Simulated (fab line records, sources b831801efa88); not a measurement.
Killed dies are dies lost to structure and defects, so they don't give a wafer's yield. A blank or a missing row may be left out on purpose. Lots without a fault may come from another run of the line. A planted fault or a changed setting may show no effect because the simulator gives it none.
fab line records | flow gf180mcu
record lots=7 wafers=21 last_day=34
route steps=602 shown HV_LDD@192
lots that met no fault: from a run of the same line without faults
start_h: hours from the record's first day to the start of the lot's first wafer shown | wait_h: hours since the lot's step before | " the same as in the row above | L1.1+2: a row that stands for several wafers | - no value, or no start given | * or withheld: withheld | < > ~ a bound
route shown NAME@n: a module of which the file shows steps, and the number in the route of the first | usual: mean/standard deviation of fault-free wafers | same: alike in all rows | chamber/n: place in a boat | sites: the reading at each site | _std_site: their standard deviation | _edge_site: outer sites' mean less inner sites' | radius_mm: how far each site lies from the wafer's centre | mask NAME#n: copy n | behind: the tool/chamber that last shaped the wafer | hold: why the lot was held/for how many hours/how that ended | device: the transistor (n, p or np) that didn't switch | end of line: the same wafers' tests at the end of the route | a step without rows: its recipe alone | killed: dies lost to structure and defects at the first sort, not the wafer's yield | map: a wafer's dies, x killed, . not, _ none there
set.NAME: the setting as run; set.NAME@STEP: as run at that earlier step | model.NAME: the simulator's own value behind a step, which no gauge read
lots at some steps of the route; a table a step, a row a wafer
services: from which hour (start_h, from the record's first day; less than 0 if before it) a tool's chamber was out of use, for how many hours, and why
## steps
# step GF_HV_LDD_EXPOSE_16
# recipe mask_id=Pplus_LV_AREA target_cd_nm=400 na=0.6 source_shape=conventional sigma_outer=0.6 dose_mj=140
# step GF_HV_LDD_PEB_17
# recipe temp_c=withheld time_s=* resist=NOVOLAK
# step GF_HV_LDD_DEVELOP_18
# recipe develop_time_s=60 dev_temp_c=23
# step GF_HV_LDD_CD_MEAS_19
# recipe target_cd_nm=400
# usual cd_nm=400.2/2.6
# columns lot.wafer tool chamber start_h wait_h cd_nm
L994.1 cd_sem-01 - 242.39 0.1 401.6
L994.3 " - " " 402.3
L994.5 " - " " 404.7
L998.2 cd_sem-02 - 268.41 0.1 396.2
L998.4 " - " " 397.3
L998.5 " - " " 397.2
L109.2 cd_sem-01 - 360.84 0.1 403.2
L109.3 " - " " 404.1
L109.5 " - " " 400.4
L110.2 cd_sem-02 - 363.27 0.1 403.3
L110.3 " - " " 403.7
L110.5 " - " " 402.7
L111.4 cd_sem-01 - 372.66 0.1 402.1
L111.5 " - " " 401.7
L111.6 " - " " 403.0
L112.1 cd_sem-01 - 378.50 0.1 400.0
L112.4 " - " " 399.5
L112.5 " - " " 400.7
L115.2 cd_sem-01 - 399.19 0.1 401.3
L115.3 " - " " 398.7
L115.5 " - " " 399.8
# step GF_HV_LDD_OVL_MEAS_20
# usual HV_LDD_01_OVL=1.0/1.5
# columns lot.wafer tool chamber start_h wait_h HV_LDD_01_OVL[nm]
L994.1 overlay-01 - 242.51 0.1 0.3
L994.3 " - " " 1.9
L994.5 " - " " -0.8
L998.2 overlay-01 - 268.51 0.1 -0.1
L998.4 " - " " 1.4
L998.5 " - " " -0.2
L109.2 overlay-01 - 360.94 0.1 0.9
L109.3 " - " " 0.5
L109.5 " - " " -0.5
L110.2 overlay-01 - 363.37 0.1 1.9
L110.3 " - " " 0.7
L110.5 " - " " -0.4
L111.4 overlay-02 - 372.73 0.1 0.6
L111.5 " - " " 1.2
L111.6 " - " " 0.5
L112.1 overlay-01 - 378.62 0.1 0.7
L112.4 " - " " -1.3
L112.5 " - " " 2.5
L115.2 overlay-02 - 399.29 0.1 0.9
L115.3 " - " " 0.8
L115.5 " - " " 1.7
# step GF_HV_LDD_IMPLANT_21
# recipe species=BF2 energy_kev=25 dose_cm2=5e+13 tilt_deg=7
# step GF_HV_LDD_STRIP_22
# recipe chemistry=O2/N2 power_w=1400 pressure_mtorr=1500 platen_temp_c=250 o2_flow_sccm=3000 n2_flow_sccm=300 overash_fraction=0.5
# usual drypump_motor_current_A=5.5/0.34 heater_power_w=335/40 oes_product_au=0.716/0.0047 strip_time_to_endpoint_s=12.62/0.038
# columns lot.wafer tool chamber start_h wait_h drypump_motor_current_A heater_power_w oes_product_au rf_hours_counter_h strip_time_to_endpoint_s
L994.1 plasma_asher-04 1 242.70 0.1 6.0 266 0.717 60 12.63
L994.3 " 1 " " 6.1 277 0.721 - 12.59
L994.5 " 1 " " 6.1 270 0.722 - 12.62
L998.2 plasma_asher-04 1 268.69 0.1 6.0 270 0.719 62 12.65
L998.4 " 1 " " 6.0 266 0.710 - 12.64
L998.5 " 0 " " 5.2 336 0.717 - 12.60
L109.2 plasma_asher-01 0 361.12 0.1 5.7 359 0.717 24 12.61
L109.3 " 1 " " 5.3 384 0.726 - 12.61
L109.5 " 1 " " 5.3 382 0.715 - 12.61
L110.2 plasma_asher-01 1 363.55 0.1 5.3 379 0.714 25 12.64
L110.3 " 1 " " 5.3 382 0.721 - 12.64
L110.5 " 1 " " 5.3 374 0.725 - 12.63
L111.4 plasma_asher-02 1 372.94 0.1 5.6 354 0.706 - 12.64
L111.5 " 0 " " 5.1 315 0.718 - 12.65
L111.6 " 1 " " 5.6 340 0.720 - 12.60
L112.1 plasma_asher-01 0 378.80 0.1 5.8 376 0.712 26 12.60
L112.4 " 0 " " 5.7 377 0.720 - 12.63
L112.5 " 0 " " 5.7 369 0.711 - 12.62
L115.2 plasma_asher-04 0 399.47 0.1 5.2 334 0.713 76 12.57
L115.3 " 1 " " 6.1 272 0.721 - 12.58
L115.5 " 0 " " 5.2 333 0.719 - 12.57
# step GF_HV_LDD_TW_MEAS_23
# usual HV_LDD_2_TW=1051/7
# columns lot.wafer tool chamber start_h wait_h HV_LDD_2_TW
L994.1 film_metro-04 - 242.80 0.1 1058
L994.3 " - " " 1058
L994.5 " - " " 1053
L998.2 film_metro-02 - 268.80 0.1 1059
L998.4 " - " " 1060
L998.5 " - " " 1062
L109.2 film_metro-03 - 361.23 0.1 1040
L109.3 " - " " 1043
L109.5 " - " " 1036
L110.2 film_metro-04 - 363.66 0.1 1041
L110.3 " - " " 1049
L110.5 " - " " 1047
L111.4 film_metro-02 - 373.03 0.1 1061
L111.5 " - " " 1060
L111.6 " - " " 1055
L112.1 film_metro-02 - 378.90 0.1 1056
L112.4 " - " " 1054
L112.5 " - " " 1056
L115.2 film_metro-04 - 399.58 0.1 1052
L115.3 " - " " 1046
L115.5 " - " " 1047
# step GF_HV_LDD_DEHYDRATE_24
# recipe temp_c=200 time_s=60
# step GF_HV_LDD_HMDS_25
# recipe prime_time_s=60 prime_temp_c=120
# step GF_HV_LDD_COAT_26
# recipe resist=NOVOLAK spin_rpm=3000 resist_thk_nm=1000
# step GF_HV_LDD_SOFTBAKE_27
# recipe temp_c=90 time_s=60 resist=NOVOLAK
# step GF_HV_LDD_EXPOSE_28
# recipe mask_id=Nplus_HV_AREA target_cd_nm=400 na=0.6 source_shape=conventional sigma_outer=0.6 dose_mj=140
# usual exposure_dose_mJ_cm2=139.99/0.13 focus_offset_nm=0.1/0.55 na=0.6/0 reticle_temp_C=22.99/0.11 sigma_outer=0.6/0
# columns lot.wafer tool chamber start_h wait_h mask exposure_dose_mJ_cm2 focus_offset_nm na reticle_temp_C sigma_outer model.HV_LDD.overlay_x_nm model.HV_LDD.overlay_y_nm
L994.1 iline_stepper-02 0 252.31 - Nplus_HV_AREA#0 140.03 0.9 0.6 22.86 0.6 -1.695 2.126
L994.3 " 0 " " Nplus_HV_AREA#0 140.13 1.5 0.6 22.71 0.6 -1.695 2.126
L994.5 " 0 " " Nplus_HV_AREA#0 140.04 1.2 0.6 23.03 0.6 -1.695 2.126
L998.2 iline_stepper-02 0 278.49 - Nplus_HV_AREA#0 139.86 -0.9 0.6 23.11 0.6 -2.622 0.4686
L998.4 " 0 " " Nplus_HV_AREA#0 139.89 -1.0 0.6 23.17 0.6 -2.622 0.4686
L998.5 " 0 " " Nplus_HV_AREA#0 140.09 -0.5 0.6 23.08 0.6 -2.622 0.4686
L109.2 iline_stepper-01 - 372.32 - Nplus_HV_AREA#0 - - - - - -1.663 -1.372
L109.3 " - " " Nplus_HV_AREA#0 - - - - - -1.663 -1.372
L109.5 " - " " Nplus_HV_AREA#0 - - - - - -1.663 -1.372
L110.2 iline_stepper-02 - 375.21 - Nplus_HV_AREA#0 - - - - - -0.5921 1.177
L110.3 " - " " Nplus_HV_AREA#0 - - - - - -0.5921 1.177
L110.5 " - " " Nplus_HV_AREA#0 - - - - - -0.5921 1.177
L111.4 iline_stepper-01 - 384.08 - Nplus_HV_AREA#0 - - - - - -0.4203 -1.578
L111.5 " - " " Nplus_HV_AREA#0 - - - - - -0.4203 -1.578
L111.6 " - " " Nplus_HV_AREA#0 - - - - - -0.4203 -1.578
L112.1 iline_stepper-01 0 389.69 - Nplus_HV_AREA#0 139.90 0.0 0.6 22.89 0.6 0.03605 -0.2219
L112.4 " 0 " " Nplus_HV_AREA#0 139.69 0.2 0.6 23.03 0.6 0.03605 -0.2219
L112.5 " 0 " " Nplus_HV_AREA#0 139.96 0.3 0.6 23.07 0.6 0.03605 -0.2219
L115.2 iline_stepper-02 0 410.68 - Nplus_HV_AREA#0 139.99 -0.3 0.6 22.95 0.6 -0.4047 -1.455
L115.3 " 0 " " Nplus_HV_AREA#0 139.96 -0.1 0.6 22.89 0.6 -0.4047 -1.455
L115.5 " 0 " " Nplus_HV_AREA#0 139.89 0.4 0.6 23.03 0.6 -0.4047 -1.455
# step GF_HV_LDD_PEB_29
# recipe temp_c=withheld time_s=* resist=NOVOLAK
## services
# columns tool chamber start_h hours kind
plasma_asher-04 - 231.25 2.7 repair
iline_stepper-02 - 261.07 1.7 pm
iline_stepper-02 - 341.67 2.1 repair
iline_stepper-01 - 393.16 1.7 pm
## key
first_sign step=GF_HV_LDD_EXPOSE_28 reading=tool_record direction=missing
effect none on later readings
model_effect step=GF_HV_LDD_EXPOSE_28 value=HV_LDD.overlay_x_nm without=0.3647 struck=-0.8917
met_at GF_HV_LDD_EXPOSE_28
struck_wafers L109.2,L109.3,L109.5,L110.2,L110.3,L110.5,L111.4,L111.5,L111.6
later_rows_left_out L109.2,L109.3,L109.5,L110.2,L110.3,L110.5,L111.4,L111.5,L111.6
sort_left_out L109.2,L109.3,L109.5,L110.2,L110.3,L110.5,L111.4,L111.5,L111.6
tester_left_out L109,L110,L111
onset_between 278.49 372.32
fault kind=skipped_step_whole tool=iline_stepper-01,iline_stepper-02 chamber=- onset_h=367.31 steps=GF_HV_LDD_EXPOSE_28 scope=struck_lots_only
# tester_left_out: of these lots the tester's yield and bins aren't shown, on N5 and GAA mostly nor the transistor test; their killed dies are dies lost to structure and defects alone, not to doping, threshold or leakage, so they don't give the yield
# sort_left_out: the simulated sort isn't trusted on such a fault, so these wafers' sort isn't shown, and their yield isn't known
# later_rows_left_out: the simulator's readings of these wafers behind a module that went badly wrong aren't trusted and aren't shown, but for the sort
